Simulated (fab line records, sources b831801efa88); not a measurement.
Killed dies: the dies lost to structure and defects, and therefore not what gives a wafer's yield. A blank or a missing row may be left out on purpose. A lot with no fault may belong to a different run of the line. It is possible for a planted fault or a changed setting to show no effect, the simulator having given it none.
fab line records | flow sky130
record lots=6 | wafers=18 | last-day=51
route steps=708 shown METAL5@664 PAD_OPEN@708
lots untouched by any fault: they come from a run of this same line in which no faults occurred
start-h: hours from the record's first day to the start of the lot's first wafer shown | wait-h: hours from the lot's prior step to this one | " same as the row above | L1.1+2: a single row standing in for several wafers | - no value, or no start was given | * or withheld: withheld | < > ~ a bound
route shown NAME@n: NAME is a module with steps in the file, n the number in the route of the first one | usual: mean/standard deviation taken from wafers without a fault | same: alike in all rows | chamber/n: place in a boat | sites: readings site by site | _std_site: their standard deviation | _edge_site: the outer-site mean with the inner-site mean subtracted | radius-mm: for every site, how far away it sits from the centre of the wafer | mask NAME#n: copy n | behind: tool/chamber where the wafer was last shaped | hold: why the lot went on hold/how many hours it stayed there/how the hold came to an end | device: transistor that didn't switch, given as n, p or np | end of line: the tests these same wafers got at the end of their route | where a step has no rows: the recipe by itself | killed: dies lost to structure and defects at the first sort, not the wafer's yield | map: a wafer's dies, marking killed ones x, the rest . and places with no die _
set.NAME: the run value of the setting; set.NAME@STEP: its run value at that earlier step | model.NAME: the simulator's own value behind a step, which no gauge read
lots at selected steps of the route; one table per step, one row per wafer
services: the hour from which a tool's chamber was out of use, counted from the record's first day as start-h (under 0 if before that day), plus the number of hours and why
## steps
# step SKY_METAL5_SPUTTER_03
# recipe material=Ti | target-thk-nm=5 | power-w=3000 | time-s=3.3 | chamber-pressure-pa=0.4
# usual throttle-valve-pct=29.8/1.4
lot.wafer | tool           | chamber | start-h | wait-h | throttle-valve-pct
L532.2    | pvd-sputter-02 | -       | 1063.66 | 0.0    | 28.9
L532.5    | "              | -       | "       | "      | 27.3
L532.6    | "              | -       | "       | "      | 29.3
L541.3    | pvd-sputter-01 | -       | 1126.28 | 0.0    | 30.1
L541.5    | "              | -       | "       | "      | 30.6
L541.6    | "              | -       | "       | "      | 30.0
L542.4    | pvd-sputter-01 | -       | 1130.96 | 0.0    | 28.2
L542.5    | "              | -       | "       | "      | 30.2
L542.6    | "              | -       | "       | "      | 28.4
L543.2    | pvd-sputter-01 | -       | 1131.91 | 0.0    | 30.0
L543.3    | "              | -       | "       | "      | 30.7
L543.4    | "              | -       | "       | "      | 31.2
L545.1    | pvd-sputter-02 | -       | 1147.76 | 0.0    | 28.6
L545.4    | "              | -       | "       | "      | 29.1
L545.5    | "              | -       | "       | "      | 27.1
L548.1    | pvd-sputter-04 | -       | 1157.64 | 0.0    | 30.2
L548.2    | "              | -       | "       | "      | 30.6
L548.3    | "              | -       | "       | "      | 28.7
# step SKY_METAL5_SPUTTER_04
# recipe material=TiN | target-thk-nm=70 | power-w=6500 | time-s=58.3 | chamber-pressure-pa=0.4
# usual throttle-valve-pct=29.8/1.4
lot.wafer | tool           | chamber | start-h | wait-h | throttle-valve-pct
L532.2    | pvd-sputter-02 | -       | 1063.68 | 0.0    | 28.9
L532.5    | "              | -       | "       | "      | 26.9
L532.6    | "              | -       | "       | "      | 28.9
L541.3    | pvd-sputter-01 | -       | 1126.30 | 0.0    | 30.3
L541.5    | "              | -       | "       | "      | 30.6
L541.6    | "              | -       | "       | "      | 30.1
L542.4    | pvd-sputter-01 | -       | 1130.98 | 0.0    | 28.3
L542.5    | "              | -       | "       | "      | 30.4
L542.6    | "              | -       | "       | "      | 28.3
L543.2    | pvd-sputter-01 | -       | 1131.93 | 0.0    | 30.1
L543.3    | "              | -       | "       | "      | 30.8
L543.4    | "              | -       | "       | "      | 31.0
L545.1    | pvd-sputter-02 | -       | 1147.78 | 0.0    | 28.6
L545.4    | "              | -       | "       | "      | 28.9
L545.5    | "              | -       | "       | "      | 27.3
L548.1    | pvd-sputter-04 | -       | 1157.66 | 0.0    | 30.7
L548.2    | "              | -       | "       | "      | 30.8
L548.3    | "              | -       | "       | "      | 28.6
# step SKY_METAL5_RS_MEAS_05
# recipe thk-meas-gauge=four-point-probe | reads=TiN_of_METAL5_SPUTTER_04+Ti_of_METAL5_SPUTTER_03+AlCu_of_METAL5_SPUTTER_02+TiN_of_METAL5_SPUTTER_01+Ti_of_METAL5_SPUTTER_00
# usual METAL5_ALCU_RS=0.02698/0.0003
lot.wafer | tool          | chamber | start-h | wait-h | METAL5_ALCU_RS[ohm/sq]
L532.2    | film-metro-04 | -       | 1063.75 | 0.0    | 0.02714
L532.5    | "             | -       | "       | "      | 0.02732
L532.6    | "             | -       | "       | "      | 0.02744
L541.3    | film-metro-04 | -       | 1126.39 | 0.1    | 0.02673
L541.5    | "             | -       | "       | "      | 0.02664
L541.6    | "             | -       | "       | "      | 0.0269
L542.4    | film-metro-04 | -       | 1131.20 | 0.2    | 0.027
L542.5    | "             | -       | "       | "      | 0.02683
L542.6    | "             | -       | "       | "      | 0.02693
L543.2    | film-metro-04 | -       | 1132.00 | 0.0    | 0.02676
L543.3    | "             | -       | "       | "      | 0.02668
L543.4    | "             | -       | "       | "      | 0.02663
L545.1    | film-metro-04 | -       | 1147.83 | 0.0    | 0.02723
L545.4    | "             | -       | "       | "      | 0.02711
L545.5    | "             | -       | "       | "      | 0.02715
L548.1    | film-metro-01 | -       | 1157.70 | 0.0    | 0.02707
L548.2    | "             | -       | "       | "      | 0.0272
L548.3    | "             | -       | "       | "      | 0.02732
# step SKY_METAL5_THK_MEAS_06
# recipe thk-meas-gauge=xrf | reads=AlCu_of_METAL5_SPUTTER_02
# usual METAL5_ALCU_THK=1155/14
lot.wafer | tool          | chamber | start-h | wait-h | METAL5_ALCU_THK[nm]
L532.2    | film-metro-04 | -       | 1063.86 | 0.1    | 1147
L532.5    | "             | -       | "       | "      | 1136
L532.6    | "             | -       | "       | "      | 1134
L541.3    | film-metro-04 | -       | 1126.49 | 0.1    | 1161
L541.5    | "             | -       | "       | "      | 1169
L541.6    | "             | -       | "       | "      | 1159
L542.4    | film-metro-04 | -       | 1131.29 | 0.1    | 1155
L542.5    | "             | -       | "       | "      | 1152
L542.6    | "             | -       | "       | "      | 1154
L543.2    | film-metro-04 | -       | 1132.11 | 0.1    | 1159
L543.3    | "             | -       | "       | "      | 1164
L543.4    | "             | -       | "       | "      | 1163
L545.1    | film-metro-04 | -       | 1147.95 | 0.1    | 1138
L545.4    | "             | -       | "       | "      | 1139
L545.5    | "             | -       | "       | "      | 1146
L548.1    | film-metro-01 | -       | 1157.82 | 0.1    | 1158
L548.2    | "             | -       | "       | "      | 1151
L548.3    | "             | -       | "       | "      | 1143
# step SKY_METAL5_DEHYDRATE_07
# recipe temp-c=200 | time-s=60
# step SKY_METAL5_HMDS_08
# recipe prime-time-s=60 | prime-temp-c=120
# step SKY_METAL5_COAT_09
# recipe resist=NOVOLAK | spin-rpm=3000 | resist-thk-nm=1800
# step SKY_METAL5_SOFTBAKE_10
# recipe temp-c=90 | time-s=60 | resist=NOVOLAK
# step SKY_METAL5_EXPOSE_11
# recipe mask-id=MM5 | na=0.6 | source-shape=conventional | sigma-outer=0.6 | polarization=unpolarized | target-cd-nm=1600 | dose-mj=190
# step SKY_METAL5_PEB_12
# recipe temp-c=withheld | time-s=* | resist=NOVOLAK
# step SKY_METAL5_DEVELOP_13
# recipe resist=NOVOLAK | developer=TMAH | develop-time-s=60 | dev-temp-c=23
# step SKY_METAL5_DESCUM_14
# recipe chemistry=O2 | source-power-w=150 | bias-power-w=0 | pressure-mtorr=10 | temp-c=40 | time-s=11
# usual drypump-motor-current-A=5.94/0.26 | oes-product-au=1.004/0.007
lot.wafer | tool         | chamber | start-h | wait-h | drypump-motor-current-A | oes-product-au | rf-hours-counter-h
L532.2    | rie-metal-04 | 1       | 1086.41 | 0.1    | 5.56                    | 0.991          | 12
L532.5    | "            | 0       | "       | "      | 5.76                    | 1.002          | -
L532.6    | "            | 1       | "       | "      | 5.57                    | 0.990          | -
L541.3    | rie-metal-02 | 0       | 1145.37 | 0.1    | 5.81                    | 0.997          | -
L541.5    | "            | 0       | "       | "      | 5.85                    | 1.009          | -
L541.6    | "            | 1       | "       | "      | 6.04                    | 1.000          | -
L542.4    | rie-metal-03 | 0       | 1150.85 | 0.1    | 6.21                    | 1.007          | -
L542.5    | "            | 0       | "       | "      | 6.19                    | 1.011          | -
L542.6    | "            | 1       | "       | "      | 5.65                    | 1.005          | -
L543.2    | rie-metal-02 | 0       | 1151.11 | 0.1    | 5.85                    | 1.006          | 20
L543.3    | "            | 1       | "       | "      | 6.07                    | 1.013          | -
L543.4    | "            | 0       | "       | "      | 5.93                    | 0.999          | -
L545.1    | rie-metal-02 | 0       | 1166.74 | 0.1    | 5.88                    | 0.994          | 22
L545.4    | "            | 0       | "       | "      | 5.85                    | 0.999          | -
L545.5    | "            | 0       | "       | "      | 5.92                    | 0.994          | -
L548.1    | rie-metal-03 | 0       | 1176.01 | 0.1    | 6.23                    | 1.008          | 22
L548.2    | "            | 0       | "       | "      | 6.23                    | 1.011          | -
L548.3    | "            | 0       | "       | "      | 6.21                    | 1.003          | -
# step SKY_METAL5_METAL_ETCH_15
# recipe target-depth-a=12600 | stop-on=SiO2 | over-etch-frac=0.2 | time-s=252 | chemistry=Cl2/BCl3 | resist-sidewall-deg=86 | pressure-mtorr=10 | icp-w=900 | bias-w=48.5 | Cl2_flow_sccm=60 | bcl3-flow-sccm=30
# usual drypump-motor-current-A=5.94/0.26 | oes-product-au=0.894/0.0049 | throttle-valve-pct=22.264/0.0096
lot.wafer | tool         | chamber | start-h | wait-h | drypump-motor-current-A | oes-product-au | rf-hours-counter-h | throttle-valve-pct | model.METAL5.feature-depth-nm | model.etch.depth-nm | model.NOVOLAK_of_METAL5_COAT_09.thk-nm
L532.2    | rie-metal-04 | 1       | 1086.44 | 0.0    | 5.56                    | 0.895          | 12                 | 22.270             | 1257                          | 1257                | 1039
L532.5    | "            | 0       | "       | "      | 5.76                    | 0.896          | -                  | 22.280             | 1251                          | 1251                | 1035
L532.6    | "            | 1       | "       | "      | 5.57                    | 0.901          | -                  | 22.278             | 1266                          | 1266                | 1034
L541.3    | rie-metal-02 | 0       | 1145.48 | 0.1    | 5.86                    | 0.899          | -                  | 22.267             | 1258                          | 1258                | 1021
L541.5    | "            | 0       | "       | "      | 5.89                    | 0.892          | -                  | 22.266             | 1261                          | 1261                | 1016
L541.6    | "            | 1       | "       | "      | 6.04                    | 0.897          | -                  | 22.261             | 1267                          | 1267                | 1003
L542.4    | rie-metal-03 | 0       | 1150.96 | 0.1    | 6.22                    | 0.893          | -                  | 22.271             | 1266                          | 1266                | 1029
L542.5    | "            | 0       | "       | "      | 6.21                    | 0.896          | -                  | 22.260             | 1255                          | 1255                | 1038
L542.6    | "            | 1       | "       | "      | 5.64                    | 0.892          | -                  | 22.268             | 1267                          | 1267                | 1021
L543.2    | rie-metal-02 | 0       | 1151.15 | 0.0    | 5.85                    | 0.765          | 21                 | 22.265             | 956                           | 956                 | 1319
L543.3    | "            | 1       | "       | "      | 6.09                    | 0.893          | -                  | 22.245             | 1259                          | 1259                | 1034
L543.4    | "            | 0       | "       | "      | 5.87                    | 0.892          | -                  | 22.267             | 1262                          | 1262                | 1049
L545.1    | rie-metal-02 | 0       | 1166.78 | 0.0    | 5.88                    | 0.773          | 22                 | 22.265             | 964.6                         | 964.6               | 1305
L545.4    | "            | 0       | "       | "      | 5.88                    | 0.900          | -                  | 22.253             | 1260                          | 1260                | 1029
L545.5    | "            | 0       | "       | "      | 5.87                    | 0.891          | -                  | 22.250             | 1255                          | 1255                | 1018
L548.1    | rie-metal-03 | 0       | 1176.08 | 0.1    | 6.24                    | 0.897          | 22                 | 22.264             | 1263                          | 1263                | 1026
L548.2    | "            | 0       | "       | "      | 6.22                    | 0.893          | -                  | 22.260             | 1259                          | 1259                | 1019
L548.3    | "            | 0       | "       | "      | 6.23                    | 0.893          | -                  | 22.279             | 1251                          | 1251                | 1023
# step SKY_METAL5_STRIP_16
# recipe chemistry=O2/N2 | power-w=1400 | pressure-mtorr=1500 | platen-temp-c=withheld | o2-flow-sccm=3000 | n2-flow-sccm=300 | overash-fraction=0.5
# usual drypump-motor-current-A=5.8/0.4 | oes-product-au=0.710/0.0045 | strip-time-to-endpoint-s=13.01/0.1
lot.wafer | tool            | chamber | start-h | wait-h | drypump-motor-current-A | oes-product-au | rf-hours-counter-h | strip-time-to-endpoint-s
L532.2    | plasma-asher-02 | 0       | 1086.68 | 0.2    | 6.0                     | 0.717          | 98                 | 13.13
L532.5    | "               | 1       | "       | "      | 6.1                     | 0.703          | -                  | 13.07
L532.6    | "               | 0       | "       | "      | 5.9                     | 0.705          | -                  | 13.04
L541.3    | plasma-asher-04 | 0       | 1145.67 | 0.1    | 5.3                     | 0.712          | -                  | 12.91
L541.5    | "               | 1       | "       | "      | 6.1                     | 0.716          | -                  | 12.85
L541.6    | "               | 0       | "       | "      | 5.3                     | 0.711          | -                  | 12.79
L542.4    | plasma-asher-02 | 0       | 1151.15 | 0.1    | 6.0                     | 0.716          | -                  | 13.00
L542.5    | "               | 1       | "       | "      | 6.2                     | 0.706          | -                  | 13.12
L542.6    | "               | 0       | "       | "      | 6.0                     | 0.710          | -                  | 12.90
L543.2    | plasma-asher-04 | 1       | 1151.38 | 0.2    | 6.1                     | 0.708          | 8                  | 16.31
L543.3    | "               | 0       | "       | "      | 5.2                     | 0.708          | -                  | 13.08
L543.4    | "               | 1       | "       | "      | 6.1                     | 0.709          | -                  | 13.24
L545.1    | plasma-asher-01 | 0       | 1167.01 | 0.2    | 6.0                     | 0.710          | 41                 | 16.13
L545.4    | "               | 0       | "       | "      | 5.9                     | 0.702          | -                  | 12.98
L545.5    | "               | 0       | "       | "      | 5.9                     | 0.712          | -                  | 12.88
L548.1    | plasma-asher-02 | 1       | 1176.55 | 0.4    | 6.1                     | 0.710          | 106                | 12.96
L548.2    | "               | 0       | "       | "      | 6.0                     | 0.708          | 106                | 12.88
L548.3    | "               | 0       | "       | "      | 6.0                     | 0.713          | -                  | 12.93
# step SKY_METAL5_STRIP_17
# recipe chemistry=post-etch-residue-remover | time-s=1200 | temp-c=72.5
# step SKY_PAD_OPEN_PROBE_99
# usual defect-limited-yield=82.3/1.8 | killed_at_M0_to_M3=43/6.9 | killed_at_M4_up=3.2/1.6 | killed-at-contacts=25/5.1 | killed-at-front-end=16/4.5 | killed-at-other=0.3/0.68 | killed-dies=87/8.9 | killed-on-rim=16/3.6 | killed-open=48/6.9 | killed-short=39/6.3 | sort_bin_3_pad_short=0.8/0.4 | sort_bin_5_function=10.5/1.4 | sort_bin_6_memory=6.4/1.1 | sort-n-pass=405/8.9 | sort-yield-pct=82.3/1.8
# same gross-dies=492 | killed-at-back-side=0 | sort_bin_4_leakage[%]=0 | sort_bin_8_speed[%]=0
lot.wafer | tool      | chamber | start-h | wait-h | defect-limited-yield[%] | killed_at_M0_to_M3 | killed_at_M4_up | killed-at-contacts | killed-at-front-end | killed-at-other | killed-dies | killed-on-rim | killed-open | killed-short | sort_bin_3_pad_short[%] | sort_bin_5_function[%] | sort_bin_6_memory[%] | sort-n-pass | sort-yield-pct[%]
L532.2    | prober-02 | -       | 1131.62 | 0.1    | 83.1                    | 39                 | 1               | 24                 | 19                  | 0               | 83          | 14            | 43          | 40           | 0.6                     | 10.0                   | 6.3                  | 409         | 83.1
L532.5    | prober-02 | -       | 1131.77 | 0.2    | 82.5                    | 48                 | 4               | 23                 | 11                  | 0               | 86          | 20            | 43          | 43           | 1.2                     | 8.9                    | 7.3                  | 406         | 82.5
L532.6    | prober-02 | -       | 1131.82 | 0.2    | 78.9                    | 47                 | 5               | 31                 | 21                  | 0               | 104         | 25            | 59          | 45           | 1.2                     | 13.6                   | 6.3                  | 388         | 78.9
L541.3    | prober-01 | -       | 1184.83 | 0.2    | 81.5                    | 46                 | 1               | 29                 | 15                  | 0               | 91          | 16            | 48          | 43           | 1.2                     | 10.4                   | 6.9                  | 401         | 81.5
L541.5    | prober-01 | -       | 1184.93 | 0.2    | 81.9                    | 41                 | 2               | 29                 | 17                  | 0               | 89          | 18            | 54          | 35           | 0.6                     | 12.4                   | 5.1                  | 403         | 81.9
L541.6    | prober-01 | -       | 1184.98 | 0.2    | 82.9                    | 42                 | 1               | 23                 | 18                  | 0               | 84          | 22            | 53          | 31           | 0.6                     | 11.4                   | 5.1                  | 408         | 82.9
L542.4    | prober-02 | -       | 1190.93 | 0.2    | 82.1                    | 41                 | 2               | 29                 | 16                  | 0               | 88          | 21            | 55          | 33           | 1.0                     | 8.7                    | 8.1                  | 404         | 82.1
L542.5    | prober-02 | -       | 1190.98 | 0.2    | 83.5                    | 43                 | 2               | 24                 | 12                  | 0               | 81          | 15            | 46          | 35           | 0.6                     | 8.7                    | 7.1                  | 411         | 83.5
L542.6    | prober-02 | -       | 1191.03 | 0.2    | 81.9                    | 48                 | 4               | 25                 | 12                  | 0               | 89          | 11            | 43          | 46           | 1.0                     | 11.8                   | 5.3                  | 403         | 81.9
L543.2    | prober-01 | -       | 1190.94 | 0.1    | 0                       | 43                 | 405             | 20                 | 24                  | 0               | 492         | 96            | 41          | 47           | 2.0                     | 91.3                   | 6.7                  | 0           | 0
L543.3    | prober-01 | -       | 1190.99 | 0.2    | 81.5                    | 48                 | 4               | 27                 | 11                  | 1               | 91          | 21            | 45          | 46           | 0.6                     | 13.0                   | 4.9                  | 401         | 81.5
L543.4    | prober-01 | -       | 1191.04 | 0.2    | 80.5                    | 53                 | 4               | 22                 | 17                  | 0               | 96          | 20            | 51          | 45           | 0.8                     | 11.8                   | 6.9                  | 396         | 80.5
L545.1    | prober-02 | -       | 1204.88 | 0.1    | 0                       | 55                 | 412             | 16                 | 9                   | 0               | 492         | 96            | 51          | 34           | 0.8                     | 93.9                   | 5.3                  | 0           | 0
L545.4    | prober-02 | -       | 1205.03 | 0.2    | 82.3                    | 52                 | 1               | 23                 | 11                  | 0               | 87          | 13            | 46          | 41           | 0                       | 10.8                   | 6.9                  | 405         | 82.3
L545.5    | prober-02 | -       | 1205.08 | 0.2    | 80.1                    | 53                 | 4               | 31                 | 9                   | 1               | 98          | 24            | 55          | 43           | 1.0                     | 11.6                   | 7.3                  | 394         | 80.1
L548.1    | prober-02 | -       | 1213.03 | 0.1    | 82.1                    | 45                 | 6               | 19                 | 17                  | 1               | 88          | 13            | 53          | 35           | 0.4                     | 10.8                   | 6.7                  | 404         | 82.1
L548.2    | prober-02 | -       | 1213.08 | 0.1    | 80.7                    | 48                 | 1               | 29                 | 17                  | 0               | 95          | 14            | 44          | 51           | 0.8                     | 12.2                   | 6.3                  | 397         | 80.7
L548.3    | prober-02 | -       | 1213.13 | 0.2    | 86.8                    | 31                 | 1               | 19                 | 14                  | 0               | 65          | 11            | 34          | 31           | 0.4                     | 8.3                    | 4.5                  | 427         | 86.8
# killed by level:class
L532.2 CONTACT:geometric-particle:open=9 VIA1:geometric-particle:open=9 POLY_GATE:geometric-particle:short=8 METAL2:geometric-particle:short=8 VIA2:geometric-particle:open=7 VIA3:geometric-particle:open=7 CONTACT:geometric-particle:short=6 FIELD_ISO:geometric-particle:short=4
L532.5 VIA1:geometric-particle:open=13 METAL2:geometric-particle:short=9 CONTACT:geometric-particle:open=8 VIA1:geometric-particle:short=6 LI_CONTACT:geometric-particle:open=5 VIA2:geometric-particle:open=5 CONTACT:geometric-particle:short=4 VIA3:geometric-particle:open=4
L532.6 CONTACT:geometric-particle:open=13 VIA1:geometric-particle:open=12 VIA3:geometric-particle:open=8 VIA2:geometric-particle:open=7 LI_CONTACT:geometric-particle:open=7 POLY_GATE:geometric-particle:open=6 CONTACT:geometric-particle:short=6 VIA1:geometric-particle:short=6
L541.3 VIA1:geometric-particle:open=10 LI_CONTACT:geometric-particle:open=9 CONTACT:geometric-particle:open=8 VIA2:geometric-particle:short=8 CONTACT:geometric-particle:short=7 VIA2:geometric-particle:open=7 METAL2:geometric-particle:short=6 POLY_GATE:geometric-particle:short=4
L541.5 CONTACT:geometric-particle:open=11 LI_CONTACT:geometric-particle:open=10 VIA1:geometric-particle:open=9 VIA2:geometric-particle:open=7 VIA3:geometric-particle:open=7 VIA1:geometric-particle:short=6 FIELD_ISO:geometric-particle:short=5 CONTACT:geometric-particle:short=5
L541.6 VIA1:geometric-particle:open=11 CONTACT:geometric-particle:open=9 VIA2:geometric-particle:open=7 VIA3:geometric-particle:open=6 METAL1:geometric-particle:short=6 POLY_GATE:geometric-particle:open=5 LI_CONTACT:geometric-particle:open=5 LOCAL_INTERCONNECT:geometric-particle:short=5
L542.4 CONTACT:geometric-particle:open=12 LI_CONTACT:geometric-particle:open=10 VIA3:geometric-particle:open=9 VIA1:geometric-particle:open=7 VIA2:geometric-particle:open=7 FIELD_ISO:geometric-particle:short=6 FIELD_ISO:geometric-particle:open=5 LOCAL_INTERCONNECT:geometric-particle:short=5
L543.2 METAL5:area-etch=402 VIA1:geometric-particle:short=8 VIA1:geometric-particle:open=8 METAL1:geometric-particle:short=7 FIELD_ISO:geometric-particle:open=6 CONTACT:geometric-particle:short=6 VIA3:geometric-particle:open=6 FIELD_ISO:geometric-particle:short=5
L542.5 VIA1:geometric-particle:open=14 CONTACT:geometric-particle:open=10 POLY_GATE:geometric-particle:short=6 LI_CONTACT:geometric-particle:open=5 VIA2:geometric-particle:open=5 METAL1:geometric-particle:short=4 METAL3:geometric-particle:short=4 CONTACT:geometric-particle:short=3
L543.3 CONTACT:geometric-particle:open=8 VIA1:geometric-particle:open=8 LI_CONTACT:geometric-particle:open=7 VIA3:geometric-particle:short=5 CONTACT:geometric-particle:short=5 VIA2:geometric-particle:short=5 METAL1:geometric-particle:short=5 VIA1:geometric-particle:short=5
L542.6 VIA2:geometric-particle:open=7 LI_CONTACT:geometric-particle:open=7 VIA3:geometric-particle:open=7 VIA1:geometric-particle:short=6 VIA1:geometric-particle:open=6 CONTACT:geometric-particle:short=5 LOCAL_INTERCONNECT:geometric-particle:short=5 METAL2:geometric-particle:short=5
L543.4 VIA3:geometric-particle:open=11 VIA1:geometric-particle:open=8 METAL2:geometric-particle:short=7 POLY_GATE:geometric-particle:short=6 CONTACT:geometric-particle:short=6 LI_CONTACT:geometric-particle:open=6 VIA1:geometric-particle:short=6 VIA2:geometric-particle:open=6
L545.1 METAL5:area-etch=407 VIA2:geometric-particle:open=15 CONTACT:geometric-particle:open=10 METAL1:geometric-particle:short=8 VIA1:geometric-particle:short=8 VIA1:geometric-particle:open=8 METAL4:geometric-particle:short=5 POLY_GATE:geometric-particle:open=4
L545.4 VIA2:geometric-particle:open=9 VIA1:geometric-particle:open=9 CONTACT:geometric-particle:open=8 LI_CONTACT:geometric-particle:open=7 VIA2:geometric-particle:short=7 VIA1:geometric-particle:short=6 VIA3:geometric-particle:open=6 METAL2:geometric-particle:short=5
L545.5 CONTACT:geometric-particle:open=13 LI_CONTACT:geometric-particle:open=10 VIA2:geometric-particle:open=10 METAL1:geometric-particle:short=8 VIA1:geometric-particle:open=8 METAL2:geometric-particle:short=6 VIA3:geometric-particle:open=6 VIA1:geometric-particle:short=5
L548.1 CONTACT:geometric-particle:open=11 VIA3:geometric-particle:open=10 VIA1:geometric-particle:open=9 FIELD_ISO:geometric-particle:open=5 METAL2:geometric-particle:short=5 FIELD_ISO:geometric-particle:short=4 LI_CONTACT:geometric-particle:open=4 VIA3:geometric-particle:short=4
L548.2 VIA1:geometric-particle:short=11 CONTACT:geometric-particle:open=10 VIA1:geometric-particle:open=8 LI_CONTACT:geometric-particle:open=7 METAL1:geometric-particle:short=7 LOCAL_INTERCONNECT:geometric-particle:short=6 FIELD_ISO:geometric-particle:short=5 POLY_GATE:geometric-particle:short=5
L548.3 LOCAL_INTERCONNECT:geometric-particle:short=6 VIA2:geometric-particle:open=6 FIELD_ISO:geometric-particle:open=5 LI_CONTACT:geometric-particle:open=5 VIA3:geometric-particle:open=5 CONTACT:geometric-particle:open=5 METAL2:geometric-particle:short=5 SONOS_ONO:geometric-particle:short=3
# map L543.2 (x killed, . not)
__________xxxxxxxxxx_________
________xxxxxxxxxxxxxx_______
______xxxxxxxxxxxxxxxxxx_____
_____xxxxxxxxxxxxxxxxxxxx____
____xxxxxxxxxxxxxxxxxxxxxx___
___xxxxxxxxxxxxxxxxxxxxxxxx__
__xxxxxxxxxxxxxxxxxxxxxxxxxx_
_xxxxxxxxxxxxxxxxxxxxxxxxxxxx
_xxxxxxxxxxxxxxxxxxxxxxxxxxxx
_xxxxxxxxxxxxxxxxxxxxxxxxxxxx
_xxxxxxxxxxxxxxxxxxxxxxxxxxxx
_xxxxxxxxxxxxxxxxxxxxxxxxxxxx
_xxxxxxxxxxxxxxxxxxxxxxxxxxxx
_xxxxxxxxxxxxxxxxxxxxxxxxxxxx
_xxxxxxxxxxxxxxxxxxxxxxxxxxxx
__xxxxxxxxxxxxxxxxxxxxxxxxxx_
___xxxxxxxxxxxxxxxxxxxxxxxx__
____xxxxxxxxxxxxxxxxxxxxxx___
_____xxxxxxxxxxxxxxxxxxxx____
______xxxxxxxxxxxxxxxxxx_____
________xxxxxxxxxxxxxx_______
__________xxxxxxxxxx_________
# map L545.1 (x killed, . not)
__________xxxxxxxxxx_________
________xxxxxxxxxxxxxx_______
______xxxxxxxxxxxxxxxxxx_____
_____xxxxxxxxxxxxxxxxxxxx____
____xxxxxxxxxxxxxxxxxxxxxx___
___xxxxxxxxxxxxxxxxxxxxxxxx__
__xxxxxxxxxxxxxxxxxxxxxxxxxx_
_xxxxxxxxxxxxxxxxxxxxxxxxxxxx
_xxxxxxxxxxxxxxxxxxxxxxxxxxxx
_xxxxxxxxxxxxxxxxxxxxxxxxxxxx
_xxxxxxxxxxxxxxxxxxxxxxxxxxxx
_xxxxxxxxxxxxxxxxxxxxxxxxxxxx
_xxxxxxxxxxxxxxxxxxxxxxxxxxxx
_xxxxxxxxxxxxxxxxxxxxxxxxxxxx
_xxxxxxxxxxxxxxxxxxxxxxxxxxxx
__xxxxxxxxxxxxxxxxxxxxxxxxxx_
___xxxxxxxxxxxxxxxxxxxxxxxx__
____xxxxxxxxxxxxxxxxxxxxxx___
_____xxxxxxxxxxxxxxxxxxxx____
______xxxxxxxxxxxxxxxxxx_____
________xxxxxxxxxxxxxx_______
__________xxxxxxxxxx_________
## services
tool            | chamber | start-h | hours | kind
rie-metal-02    | 1       | 1045.82 | 5.2   | repair
plasma-asher-04 | -       | 1055.25 | 9.0   | pm
plasma-asher-04 | 0       | 1055.25 | 9.0   | vent-cycle
plasma-asher-04 | 1       | 1055.25 | 9.0   | vent-cycle
pvd-sputter-01  | -       | 1064.13 | 2.9   | repair
plasma-asher-04 | 0       | 1064.25 | -     | clean
plasma-asher-04 | 1       | 1064.25 | -     | clean
plasma-asher-01 | -       | 1090.32 | 3.4   | repair
rie-metal-03    | 0       | 1158.97 | 1.2   | repair
rie-metal-03    | 1       | 1161.36 | -     | clean
rie-metal-03    | 1       | 1161.36 | -     | consumable-replace:focus-ring
rie-metal-03    | 1       | 1161.36 | 14.8  | scheduled-down
rie-metal-03    | 1       | 1161.36 | 14.8  | vent-cycle
plasma-asher-04 | -       | 1167.40 | 2.8   | pm
pvd-sputter-04  | -       | 1168.45 | 2.0   | repair
rie-metal-04    | 0       | 1176.49 | 13.7  | repair
## key
first-sign step=SKY_METAL5_METAL_ETCH_15 | reading=oes-product-au | direction=down | sigmas=25 | usual=0.894 | struck=0.769
effect step=SKY_METAL5_STRIP_16 | reading=strip-time-to-endpoint-s | direction=up | sigmas=32 | usual=* | struck=*
effect step=SKY_PAD_OPEN_PROBE_99 | reading=killed_at_M4_up | direction=up | sigmas=99+ | usual=3.2 | struck=408.5
model-effect step=SKY_METAL5_METAL_ETCH_15 | value=METAL5.feature-depth-nm | without=1257 | struck=960.3
more-kills-born-at SKY_METAL5_METAL_ETCH_15@rie-metal-02=809
met-at SKY_METAL5_METAL_ETCH_15
struck-wafers L543.2,L545.1
later-rows-left-out L543.2,L545.1
onset-between 1145.48 1151.15
fault kind=process-parameter-drift | tool=rie-metal-02 | chamber=- | onset-h=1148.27 | steps=SKY_METAL5_METAL_ETCH_15 | channel=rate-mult | offset=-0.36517 | shape=step | end-h=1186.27 | scope=struck-wafers-only
# later-rows-left-out: the simulator's readings of these wafers behind a module that went badly wrong aren't trusted and aren't shown, but for the sort
